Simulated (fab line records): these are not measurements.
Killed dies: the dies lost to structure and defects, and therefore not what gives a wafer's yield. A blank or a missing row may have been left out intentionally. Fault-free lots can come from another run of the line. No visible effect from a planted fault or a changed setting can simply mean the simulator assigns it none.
A struck lot beside a sound one | flow gf180mcu | 13 steps out of a route of 602
Sound: wafers L675.1, L675.2, L675.6. Struck: wafers L664.3, L664.4, L664.6. The cause comes at the end.
For every step that has rows: the tool of each side, followed by ch and its chambers, followed by its first start. Under that, the readings that differ: sound wafers | struck wafers | difference of the means | sigmas: that difference in standard deviations of wafers without a fault.
alike: readings with means less than 2 such deviations apart, plus words and numbers identical on both sides. not compared: withheld readings, readings lacking a value on some wafer, bounds such as >300 that could conceal the same value, and numbers that have no deviation in the record and whose values overlap.
Wherever a step has rows on one side only, a row that says differs or no value, or a row with sigmas, the two part there. Numbers that don't overlap but have no deviation are shown without sigmas and don't part them. Lack of a reading on every wafer of one side parts them only where that side has two or more wafers.

GF_STI_BOW_MEAS_00:
  sound on film-metro-03 at day 5 04:00; struck on film-metro-01 at day 2 21:02
  alike: INCOMING_BOW
then, 1 step without rows for these wafers: GF_STI_OXIDATION_01 (stabilise 600 s, purge 300 s, target thk 10 nm).
GF_STI_THK_MEAS_02:
  sound on film-metro-03 at day 5 05:31; struck on film-metro-03 at day 2 23:28
  alike: STI_OXIDATION_THK
then, 1 step without rows for these wafers: GF_STI_CVD_03 (deposits Si3N4 from DCS/NH3, target thk 207.16 nm, time 3551 s).
GF_STI_THK_MEAS_04:
  sound on film-metro-01 at day 5 07:36; struck on film-metro-01 at day 3 01:31
  alike: STI_CVD_03_THK
then, 6 steps without rows for these wafers: GF_STI_DEHYDRATE_05 (time 60 s); GF_STI_HMDS_06 (prime time 60 s); GF_STI_COAT_07 (resist thk 700 nm); GF_STI_SOFTBAKE_08 (time 60 s); GF_STI_EXPOSE_09 (exposes mask COMP, target cd 220 nm); GF_STI_PEB_10 (peb time 90 s).
GF_STI_DEVELOP_11: develop time 60 s.
  struck on litho-track-02, day 3 14:20; sound on litho-track-01 ch 0, day 5 21:00
  no value came back on the struck wafers for chill-plate-temp-C (C), develop-time-s (s), developer-temp-C (C); on the sound wafers chill-plate-temp-C (C) reads 22.84 22.98 22.97
  reading                              | sound             | struck            | difference | sigmas
  model.KrF_of_STI_COAT_07.thk-nm (nm) | 684.5 683.7 684.7 | 697.6 700.4 698.7 | +14.6      |
GF_STI_CD_MEAS_12: target cd 220 nm.
  sound on cd-sem-02 at day 5 21:09; struck on cd-sem-01 at day 3 14:28
  reading    | sound             | struck | difference                    | sigmas
  cd-nm (nm) | 218.6 219.6 218.4 | - - -  | no value on the struck wafers |

== WHERE THEY PART ==
Earliest at GF_STI_DEVELOP_11; latest, in this record, at GF_STI_CD_MEAS_12.

WHY: what had been put in by the simulator
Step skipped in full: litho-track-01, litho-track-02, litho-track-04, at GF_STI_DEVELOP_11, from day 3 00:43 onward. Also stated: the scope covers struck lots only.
